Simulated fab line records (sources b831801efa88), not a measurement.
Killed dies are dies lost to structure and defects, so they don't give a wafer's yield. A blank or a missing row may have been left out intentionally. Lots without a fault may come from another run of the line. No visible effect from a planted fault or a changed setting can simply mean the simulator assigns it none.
A lot that was struck, set against a sound lot | flow sky130 | 17 out of 708 route steps
Sound: wafers L843.3, L843.4, L843.5. Struck: wafers L854.2, L854.6 (left out: L854.4, a lot-mate that was not struck); the cause follows at the end.
Per side, at each step with rows, come the tool, then ch with its chambers, and then its first start. Under that, the readings that differ: sound wafers | struck wafers | difference of the means | sigmas: that difference in standard deviations of wafers without a fault.
alike: words and numbers the same on both sides, and readings whose means are apart by under 2 such deviations; not compared: readings that were withheld, readings missing a value for some wafer, numbers with overlapping values and no deviation given by the record, and bounds like >300 which may hide the same value.
The two part at a step that has a row with sigmas, a row that says differs or no value, or rows on one side only. Numbers that have no deviation but don't overlap get no sigmas and don't part them. A reading that every wafer of one side lacks parts them only if that side has two wafers or more.

first, 3 steps without rows for these wafers: SKY_VIA2_EXPOSE_09 (exposes mask VIM2, target cd 200 nm); SKY_VIA2_PEB_10; SKY_VIA2_DEVELOP_11 (develop time 58.82 s).
SKY_VIA2_CD_MEAS_12: the cd target is 200 nm.
  sound: cd-sem-01 at day 38 06:52; struck: cd-sem-01 at day 40 20:35
  alike: cd-nm
SKY_VIA2_OVL_MEAS_13:
  sound: overlay-02 at day 38 06:58; struck: overlay-02 at day 40 20:41
  alike: VIA2_OVL
SKY_VIA2_ETCH_14: etches BARC in N2/H2, stops on SiO2, time 45.9 s, target depth 60 nm.
  sound on rie-diel-01 ch 2,3, day 38 06:59; struck on rie-diel-03 ch 0,1, day 40 20:43
  reading                     | sound       | struck  | difference | sigmas
  drypump-motor-current-A (A) | 4.8 5.3 4.8 | 5.8 5.8 | +0.8       | +2
  alike: oes-product-au, throttle-valve-pct
  not compared: rf-hours-counter-h
SKY_VIA2_ETCH_15: etches SiO2 in C4F8/O2/Ar, stops on TiN, target depth 546 nm, time 84 s.
  sound on rie-diel-01 ch 2,3, day 38 07:02; struck on rie-diel-03 ch 0,1, day 40 20:46
  alike: oes-product-au
  not compared: rf-hours-counter-h
SKY_VIA2_STRIP_16: strips in O2/N2.
  sound on plasma-asher-04 ch 0,1, day 38 07:08; struck on plasma-asher-04 ch 0, day 40 20:49
  alike: drypump-motor-current-A, oes-product-au, strip-time-to-endpoint-s
  not compared: rf-hours-counter-h
then, 3 steps without rows for these wafers: SKY_VIA2_STRIP_17 (strips in post etch residue remover, time 1200 s); SKY_VIA2_CLEAN_18 (cleans in IPA, time 180 s); SKY_VIA2_CLEAN_19 (cleans in O3/DIW).
SKY_VIA2_SPUTTER_20: material TiN, target thk 20 nm, time 80 s.
  sound: pvd-sputter-02 at day 38 07:41; struck: pvd-sputter-03 at day 40 21:25
  alike: throttle-valve-pct
SKY_VIA2_CVD_21: deposits W, target thk 420 nm, time 126.4 s.
  sound on cvd-w-02 ch 0,1, day 38 07:48; struck on cvd-w-01 ch 0, day 40 21:28
  reading                            | sound             | struck      | difference | sigmas
  chamber-pressure-Torr (Torr)       | 40.00 40.03 39.86 | 33.41 33.58 | -6.47      | -75
  model.W_of_VIA2_CVD_21.thk-nm (nm) | 419.9 413.4 412.8 | 389 392.5   | -25        |
  alike: heater-power-outer-w, heater-power-w
SKY_VIA2_RS_MEAS_22: the measuring method here is four-point-probe.
  sound: film-metro-01 at day 38 07:55; struck: film-metro-02 at day 40 21:37
  reading            | sound             | struck      | difference | sigmas
  VIA2_W_RS (ohm/sq) | 0.273 0.278 0.277 | 0.294 0.292 | +0.017     | +4
SKY_VIA2_THK_MEAS_23: measures by xrf.
  sound: film-metro-01 at day 38 08:01; struck: film-metro-02 at day 40 21:44
  reading         | sound       | struck  | difference | sigmas
  VIA2_W_THK (nm) | 431 427 424 | 382 388 | -42        | -5
SKY_VIA2_CMP_24: polishes, stops on SiO2, t overpolish 20 s, target thk 0 nm.
  sound on cmp-02 ch 0,2,3, day 38 08:04; struck on cmp-02 ch 1,3, day 40 21:50
  alike: motor-current-A, time-to-endpoint-s
-- the record jumps here: 8 days lie between the struck wafers' starts before and after (it left off in module VIA2 and takes up again in module PAD_OPEN, whose first step shown is number 708 of the route) --
SKY_PAD_OPEN_PROBE_99:
  rows exist in the record for the struck wafers here (prober-01, day 49 07:55), but not for the sound ones

WHERE THEY PART
At SKY_VIA2_ETCH_14 first; at SKY_PAD_OPEN_PROBE_99 last (within this record only).

WHY: whatever the simulator had introduced
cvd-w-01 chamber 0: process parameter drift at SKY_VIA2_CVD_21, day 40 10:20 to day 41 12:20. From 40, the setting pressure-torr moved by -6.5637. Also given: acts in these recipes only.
